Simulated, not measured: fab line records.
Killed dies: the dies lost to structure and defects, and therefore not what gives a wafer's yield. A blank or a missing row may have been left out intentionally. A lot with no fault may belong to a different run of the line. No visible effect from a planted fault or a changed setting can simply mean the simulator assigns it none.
Which tool is to blame? + flow sky130 + 39 wafers from 13 lots sampled at 2 of the route's 708 steps

## WHAT THE GAUGES READ, wafer by wafer
The record holds no reading of a measuring or inspecting step that can be judged against a usual standard deviation.

## WHICH TOOL RAN EACH LOT (tool, then ch and the chambers of the sampled wafers, then the start)
| lot  | SKY_VIA4_STRIP_14               | SKY_PAD_OPEN_PROBE_99   |
|------|---------------------------------|-------------------------|
| L948 | wet bench-02 ch 1, day 42 20:17 | -                       |
| L949 | wet bench-04 ch 0, day 43 04:14 | -                       |
| L950 | wet bench-02 ch 0, day 43 15:21 | -                       |
| L951 | wet bench-04 ch 2, day 43 16:29 | -                       |
| L957 | wet bench-04 ch 2, day 45 11:44 | -                       |
| L959 | wet bench-01 ch 2, day 45 15:48 | -                       |
| L958 | wet bench-04 ch 1, day 45 19:14 | prober-01, day 48 10:45 |
| L962 | wet bench-02 ch 2, day 46 16:02 | prober-02, day 49 05:58 |
| L964 | wet bench-01 ch 3, day 47 04:59 | -                       |
| L965 | wet bench-04 ch 0, day 47 05:39 | -                       |
| L968 | wet bench-01 ch 3, day 47 21:08 | -                       |
| L969 | wet bench-01 ch 1, day 48 03:59 | -                       |
| L970 | wet bench-01 ch 2, day 48 17:42 | -                       |
- SKY_VIA4_STRIP_14: strips in post etch residue remover, time 1200 s.
- SKY_PAD_OPEN_PROBE_99

## AS READ BY THE TOOLS THEMSELVES (means over the sampled wafers that have a number; for cases with no such wafer, the mark the record gives instead)
SKY_PAD_OPEN_PROBE_99.
| lot  | tool      | defect limited yield (%) | killed_at_M0_to_M3 | killed_at_M4_up | killed at contacts | killed at front end | killed at other | killed dies | killed open | killed short | sort_bin_3_pad_short (%) | sort_bin_5_function (%) | sort_bin_6_memory (%) | sort n pass | sort yield pct (%) |
|------|-----------|--------------------------|--------------------|-----------------|--------------------|---------------------|-----------------|-------------|-------------|--------------|--------------------------|-------------------------|-----------------------|-------------|--------------------|
| L958 | prober-01 | 78.6                     | 48                 | 22.7            | 22                 | 12                  | 0.0             | 105         | 50          | 36           | 1.8                      | 13.3                    | 6.2                   | 387         | 78.6               |
| L962 | prober-02 | 83.9                     | 38                 | 2.0             | 22                 | 17                  | 0.0             | 79          | 42          | 37           | 0.9                      | 9.6                     | 5.6                   | 413         | 83.9               |

## THE ANSWER, worked out from the rows above alone
Rule: the usual values come from the lots themselves. Put in order of their means at a reading, lots are off if they are a third of the lots or fewer, leave a main group of 4 or more, and stand apart from it by a gap of 3 or more times the standard deviation of the main group's means; of several such gaps the widest counts. Not used: any main group whose means are identical at the precision the tables above print for the reading. Also off: a lot with no number at a reading for which 4 or more lots have one. The other lots that the step has rows for count as sound. First the gauges in route order, then the tools' own readings, where a lot's mean is used as printed above. The first step at which some lot is off is used, and at that step the reading that is off furthest; a lot without a number counts as furthest.
No lot is off on any of the readings shown, so nothing can be concluded from this.

## WHAT THE SIMULATOR HAD PUT IN
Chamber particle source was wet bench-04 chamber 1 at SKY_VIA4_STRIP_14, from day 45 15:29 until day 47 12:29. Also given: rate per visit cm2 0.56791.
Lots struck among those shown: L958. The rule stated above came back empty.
